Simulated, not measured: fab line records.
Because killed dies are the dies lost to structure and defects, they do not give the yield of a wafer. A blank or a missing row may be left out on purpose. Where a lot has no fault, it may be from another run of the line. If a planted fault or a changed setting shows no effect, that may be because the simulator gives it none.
One fault seen from 2 desks / flow sky130 / what lay behind the numbers comes last; until then each desk has only its own

AT THE TOOL OWNER'S DESK: pvd sputter-04
At SKY_CONTACT_SPUTTER_23 (material TiN, target thk 20 nm, time 80 s) the tool's own readings: per lot run on this tool, the mean of the sampled wafers that have a number. Any lot whose mean is over 4 standard deviations away from the usual mean is out of limits and marked OUT; that distance is given in the brackets.
Columns: A = chamber pressure pa at SKY_CONTACT_SPUTTER_23, usual 5.000 Pa; B = throttle valve pct at SKY_CONTACT_SPUTTER_23, usual 30.2 %
lot=L481; first seen here=day 32 20:38; A=4.986; B=30.4
lot=L491; first seen here=day 36 00:02; A=5.187 (+17) OUT; B=29.5
lot=L490; first seen here=day 36 06:54; A=5.179 (+16) OUT; B=29.5
This desk's verdict: out of limits on L490, L491, starting with L491 at day 36 00:02 (chamber pressure pa at SKY_CONTACT_SPUTTER_23). L481: within limits.

METROLOGY DESK
Lot by lot, what the gauges showed, no matter which tool ran the lot: averages of those sampled wafers that carry a number. Any lot whose mean is over 4 standard deviations away from the usual mean is out of limits and marked OUT; that distance is given in the brackets.
Columns: A = cd nm at SKY_CONTACT_CD_MEAS_14, usual 169.6 nm; B = CONTACT_OVL at SKY_CONTACT_OVL_MEAS_15, usual -1 nm
lot=L479; first seen here=day 32 03:55; A=170.9; B=-1
lot=L481; first seen here=day 32 19:46; A=172.6; B=-0
lot=L491; first seen here=day 35 23:07; A=169.2; B=-5
lot=L490; first seen here=day 36 06:02; A=170.7; B=1
lot=L494; first seen here=day 36 18:54; A=168.5; B=2
lot=L500; first seen here=day 38 13:36; A=168.5; B=-6
This desk's finding: nothing out of limits on any of the 6 lots.

ALL TOGETHER
On L490, L491, at day 36 00:02, an alarm was possible from the tool owner's desk.
The metrology desk saw nothing out of limits.
The metrology desk has L490, L491 on record, within its limits.
Of the lots named, all ran SKY_CONTACT_SPUTTER_23 on pvd sputter-04.

WHAT THE SIMULATOR HAD INSERTED
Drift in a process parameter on pvd sputter-04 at SKY_CONTACT_SPUTTER_23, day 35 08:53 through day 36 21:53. Setting chamber pressure pa, moved by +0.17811, from 5. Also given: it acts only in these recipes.
Lots struck among those shown: L490, L491.
Delay in hours, fault start to first out-of-limits reading, by desk: the tool owner's desk at 15.
